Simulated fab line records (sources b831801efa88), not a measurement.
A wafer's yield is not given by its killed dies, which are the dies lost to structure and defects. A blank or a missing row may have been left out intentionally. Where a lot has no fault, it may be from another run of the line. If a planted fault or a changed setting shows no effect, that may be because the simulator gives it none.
Chamber matching | flow sky130 | cmp-01 running SKY_VIA1_CMP_24: 4 sister chambers
The step polishes, stops on SiO2, t overpolish 15 s, target thk 0 nm. 4 wafers are shown with their chamber, then 8 later ones without.

== WAFERS, EACH WITH ITS CHAMBER ==
wafer  | chamber | motor_current_A (A)
L710.2 | 3       | 11.5
L714.2 | 0       | 11.0
L714.6 | 2       | 10.1
L715.1 | 1       | 10.1

== WAFERS MISSING THEIR CHAMBER ==
wafer  | motor_current_A (A)
L715.2 | 10.3
L715.4 | 10.5
L716.1 | 10.6
L716.2 | 9.7
L716.5 | 11.3
L717.3 | 11.0
L717.5 | 10.8
L717.6 | 11.1

== THE CHAMBER EACH PASSED THROUGH ==
wafer  | from the rows above               | in truth
L715.2 | can't be placed: 1 or 2 or 0      | 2
L715.4 | can't be placed: 1 or 2 or 0      | 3
L716.1 | can't be placed: 0 or 1 or 2 or 3 | 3
L716.2 | can't be placed: 1 or 2           | 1
L716.5 | can't be placed: 3 or 0           | 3
L717.3 | can't be placed: 0 or 3           | 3
L717.5 | can't be placed: 0 or 3 or 1 or 2 | 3
L717.6 | can't be placed: 0 or 3           | 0
Correct placement for 0 of the 8. These rows do not allow placing 8 (true chamber among the candidates in 7). Placed wrongly: 0.
How it was worked out, from the rows above alone: a wafer's distance from a chamber is the root of the sum, over the readings, of the square of ((its reading less the chamber's mean) divided by the reading's scatter). If the next closest chamber is less than 2 further off than the closest, the wafer can't be placed; otherwise it belongs to the closest. For every chamber, the mean is computed from those of its wafers that are shown. The scatter: with one shown wafer a chamber, the root of the mean of the squares of how far each hidden wafer lies from its nearest shown one.
